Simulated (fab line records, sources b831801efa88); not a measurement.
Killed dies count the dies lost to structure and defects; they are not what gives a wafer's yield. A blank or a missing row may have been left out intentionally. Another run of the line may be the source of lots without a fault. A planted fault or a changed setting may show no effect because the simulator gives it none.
A struck lot beside a sound one	flow sky130	16 steps out of a route of 708
Sound: wafers L455.3, L455.5, L455.6. The struck wafers were L466.1, L466.2, L466.5. At the end, the cause is stated.
For every step that has rows: the tool of each side, followed by ch and its chambers, followed by its first start. Under that, the readings that differ: sound wafers	struck wafers	difference of the means	sigmas: that difference in standard deviations of wafers without a fault.
alike: same words and numbers on both sides, and readings whose means sit less than 2 such deviations apart. not compared: any withheld reading, any reading some wafer has no value for, any bound like >300 that may hide the same value, and any number with overlapping values for which the record gives no deviation.
Wherever a step has rows on one side only, a row that says differs or no value, or a row with sigmas, the two part there. Non-overlapping numbers with no deviation appear without sigmas and do not part them. Lack of a reading on every wafer of one side parts them only where that side has two or more wafers.

first, 5 steps without rows for these wafers: SKY_VIA4_COAT_06 (resist thk 1140 nm); SKY_VIA4_SOFTBAKE_07 (time 60 s); SKY_VIA4_EXPOSE_08 (exposes mask VIM4, target cd 800 nm); SKY_VIA4_PEB_09; SKY_VIA4_DEVELOP_10 (develop time 60 s).
SKY_VIA4_OVL_MEAS_11:
  sound: overlay-01 at day 43 19:54; struck: overlay-01 at day 46 09:16
  alike: VIA4_OVL
SKY_VIA4_ETCH_12: etches SiO2 in C4F8/O2/Ar, stops on TiN, target depth 580 nm.
  sound on rieDiel-03 ch 0,2,3, day 43 19:55; struck on rieDiel-01 ch 0,1,2, day 46 09:19
  alike: chamberPressureMTorr, oesProductAu
SKY_VIA4_STRIP_13: strips in O2/N2.
  sound on plasmaAsher-03 ch 0,1, day 43 20:02; struck on plasmaAsher-01 ch 0,1, day 46 09:23
  alike: chamberPressureMTorr, drypumpMotorCurrentA, oesProductAu, stripTimeToEndpointS
  not compared: rfHoursCounterH
then, 3 steps without rows for these wafers: SKY_VIA4_STRIP_14 (strips in post etch residue remover, time 1200 s); SKY_VIA4_CLEAN_15 (cleans in IPA, time 180 s); SKY_VIA4_CLEAN_16 (cleans in O3/DIW).
SKY_VIA4_SPUTTER_17: material TiN, target thk 20 nm, time 80 s.
  sound: pvdSputter-01 at day 43 20:35; struck: pvdSputter-02 at day 46 10:01
  alike: throttleValvePct
SKY_VIA4_CVD_18: deposits W, target thk 505 nm, time 152.14 s.
  sound on cvdW-02 ch 0,1, day 43 20:42; struck on cvdW-02 ch 0,1, day 46 10:05
  no value came back on the struck wafers for chamberPressureTorr (Torr), heaterPowerOuterW (W), heaterPowerW (W); on the sound wafers chamberPressureTorr (Torr) reads 40.02 40.04 39.97
SKY_VIA4_RS_MEAS_19: the measuring method here is four-point-probe.
  sound: filmMetro-04 at day 43 20:50; struck: filmMetro-01 at day 46 10:14
reading	sound	struck	difference	sigmas
VIA4_W_RS (ohm/sq)	0.2260 0.2292 0.2273	58.463 57.963 58.599	+58.114	+99 or more
SKY_VIA4_THK_MEAS_20: measures by xrf.
  sound: filmMetro-04 at day 43 20:56; struck: filmMetro-01 at day 46 10:21
  not compared: VIA4_W_THK
SKY_VIA4_CMP_21: polishes, stops on SiO2, t overpolish 25 s, target thk 0 nm.
  sound on cmp-01 ch 0,2,3, day 43 21:08; struck on cmp-02 ch 1,3, day 46 10:28
reading	sound	struck	difference	sigmas
timeToEndpointS (s)	128 120 123	2 5 8	-119	-33
  alike: headPressurePsi, motorCurrentA

WHERE THEY PART
First at SKY_VIA4_CVD_18; last, within this record, at SKY_VIA4_CMP_21.

WHY: whatever the simulator had introduced
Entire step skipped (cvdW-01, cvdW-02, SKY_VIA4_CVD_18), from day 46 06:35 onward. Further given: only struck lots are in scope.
